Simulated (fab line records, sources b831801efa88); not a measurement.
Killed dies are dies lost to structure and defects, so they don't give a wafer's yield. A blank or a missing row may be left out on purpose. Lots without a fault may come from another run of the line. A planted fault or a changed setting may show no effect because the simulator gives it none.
A struck lot beside a sound one | flow sky130 | 43 steps out of a route of 708
Sound: wafers L414.3, L414.4, L414.5. Struck: wafers L434.3, L434.6. (L434.5 of the same lot was not struck and is left out.) The cause comes at the end.
At each step with rows: each side's tool, then ch and its chambers, then its first start. Under that, the readings that differ: sound wafers | struck wafers | difference of the means | sigmas: that difference in standard deviations of wafers without a fault.
alike: readings whose means differ by less than 2 such deviations, and words and numbers that are the same on both sides. not compared: withheld readings, readings that some wafer has no value for, bounds like >300 that may hide the same value, and numbers for which the record gives no deviation and whose values overlap.
The two part at a step that has a row with sigmas, a row that says differs or no value, or rows on one side only. Numbers that don't overlap but have no deviation are shown without sigmas and don't part them. A reading that every wafer of one side lacks parts them only if that side has two wafers or more.

SKY_VT_ADJUST_LVTN_STRIP_20: strips in O2/N2.
  sound on plasma_asher-02 ch 0,1, day 8 14:01; struck on plasma_asher-03 ch 0, day 14 08:26
  reading                     | sound       | struck  | difference | sigmas
  drypump_motor_current_A (A) | 6.0 6.5 6.5 | 5.3 5.3 | -1.0       | -2
  alike: oes_product_au, strip_time_to_endpoint_s
  not compared: rf_hours_counter_h
SKY_VT_ADJUST_LVTN_TW_MEAS_21:
  sound on film_metro-03, day 8 14:06; struck on film_metro-04, day 14 08:31
  alike: VT_ADJUST_LVTN_2_TW
then, 7 steps without rows for these wafers: SKY_VT_ADJUST_NCORE_DEHYDRATE_00 (time 60 s); SKY_VT_ADJUST_NCORE_HMDS_01 (prime time 60 s); SKY_VT_ADJUST_NCORE_COAT_02 (resist thk 1140 nm); SKY_VT_ADJUST_NCORE_SOFTBAKE_03 (time 60 s); SKY_VT_ADJUST_NCORE_EXPOSE_04 (exposes mask LVTN COMPLEMENT THIN, target cd 380 nm); SKY_VT_ADJUST_NCORE_PEB_05; SKY_VT_ADJUST_NCORE_DEVELOP_06 (develop time 60 s).
SKY_VT_ADJUST_NCORE_CD_MEAS_07: target cd 380 nm.
  sound on cd_sem-02, day 9 12:24; struck on cd_sem-01, day 15 11:15
  alike: cd_nm
SKY_VT_ADJUST_NCORE_OVL_MEAS_08:
  sound on overlay-02, day 9 12:30; struck on overlay-01, day 15 11:20
  alike: VT_ADJUST_NCORE_OVL
then, 1 step without rows for these wafers: SKY_VT_ADJUST_NCORE_IMPLANT_09.
SKY_VT_ADJUST_NCORE_STRIP_10: strips in O2/N2.
  sound on plasma_asher-01 ch 0,1, day 9 12:42; struck on plasma_asher-01 ch 1, day 15 11:33
  alike: drypump_motor_current_A, oes_product_au, strip_time_to_endpoint_s
  not compared: rf_hours_counter_h
SKY_VT_ADJUST_NCORE_TW_MEAS_11:
  sound on film_metro-01, day 9 12:47; struck on film_metro-04, day 15 11:38
  alike: VT_ADJUST_NCORE_TW
then, 7 steps without rows for these wafers: SKY_VT_ADJUST_HVTR_DEHYDRATE_00 (time 60 s); SKY_VT_ADJUST_HVTR_HMDS_01 (prime time 60 s); SKY_VT_ADJUST_HVTR_COAT_02 (resist thk 1154 nm); SKY_VT_ADJUST_HVTR_SOFTBAKE_03 (time 60 s); SKY_VT_ADJUST_HVTR_EXPOSE_04 (exposes mask HVTRM, target cd 380 nm); SKY_VT_ADJUST_HVTR_PEB_05; SKY_VT_ADJUST_HVTR_DEVELOP_06 (develop time 60 s).
SKY_VT_ADJUST_HVTR_CD_MEAS_07: target cd 380 nm.
  sound on cd_sem-02, day 10 11:47; struck on cd_sem-02, day 16 15:54
  alike: cd_nm
SKY_VT_ADJUST_HVTR_OVL_MEAS_08:
  sound on overlay-02, day 10 11:53; struck on overlay-02, day 16 15:59
  alike: VT_ADJUST_HVTR_OVL
then, 1 step without rows for these wafers: SKY_VT_ADJUST_HVTR_IMPLANT_09.
SKY_VT_ADJUST_HVTR_STRIP_10: strips in O2/N2.
  sound on plasma_asher-04 ch 0,1, day 10 12:05; struck on plasma_asher-04 ch 0,1, day 16 16:12
  alike: drypump_motor_current_A, oes_product_au, strip_time_to_endpoint_s
  not compared: rf_hours_counter_h
SKY_VT_ADJUST_HVTR_TW_MEAS_11:
  sound on film_metro-03, day 10 12:11; struck on film_metro-02, day 16 16:17
  alike: VT_ADJUST_HVTR_TW
then, 7 steps without rows for these wafers: SKY_VT_ADJUST_PCH_DEHYDRATE_00 (time 60 s); SKY_VT_ADJUST_PCH_HMDS_01 (prime time 60 s); SKY_VT_ADJUST_PCH_COAT_02 (resist thk 3000 nm); SKY_VT_ADJUST_PCH_SOFTBAKE_03; SKY_VT_ADJUST_PCH_EXPOSE_04 (exposes mask NWM, target cd 840 nm); SKY_VT_ADJUST_PCH_PEB_05; SKY_VT_ADJUST_PCH_DEVELOP_06 (develop time 60 s).
SKY_VT_ADJUST_PCH_OVL_MEAS_07:
  sound on overlay-02, day 11 11:56; struck on overlay-02, day 17 21:59
  alike: VT_ADJUST_PCH_OVL
then, 1 step without rows for these wafers: SKY_VT_ADJUST_PCH_IMPLANT_08.
SKY_VT_ADJUST_PCH_STRIP_09: strips in O2/N2.
  sound on plasma_asher-01 ch 0,1, day 11 12:09; struck on plasma_asher-01 ch 0, day 17 22:12
  alike: drypump_motor_current_A, oes_product_au, strip_time_to_endpoint_s
  not compared: rf_hours_counter_h
SKY_VT_ADJUST_PCH_TW_MEAS_10:
  sound on film_metro-03, day 11 12:14; struck on film_metro-03, day 17 22:17
  alike: VT_ADJUST_PCH_TW
then, 5 steps without rows for these wafers: SKY_SONOS_TUNNEL_DEHYDRATE_00 (time 60 s); SKY_SONOS_TUNNEL_HMDS_01 (prime time 60 s); SKY_SONOS_TUNNEL_COAT_02 (resist thk 1140 nm); SKY_SONOS_TUNNEL_SOFTBAKE_03 (time 60 s); SKY_SONOS_TUNNEL_EXPOSE_04 (exposes mask TUNM, target cd 410 nm).
-- the record jumps here: 33 days lie between the struck wafers' starts before and after (it left off in module SONOS_TUNNEL and takes up again in module PAD_OPEN, whose first step shown is number 708 of the route) --
SKY_PAD_OPEN_PROBE_99:
  the record has rows for the struck wafers here (prober-02, day 51 01:38) and none for the sound ones

WHERE THEY PART
First at SKY_VT_ADJUST_LVTN_STRIP_20; last, within this record, at SKY_PAD_OPEN_PROBE_99.

WHY: what the simulator had put in
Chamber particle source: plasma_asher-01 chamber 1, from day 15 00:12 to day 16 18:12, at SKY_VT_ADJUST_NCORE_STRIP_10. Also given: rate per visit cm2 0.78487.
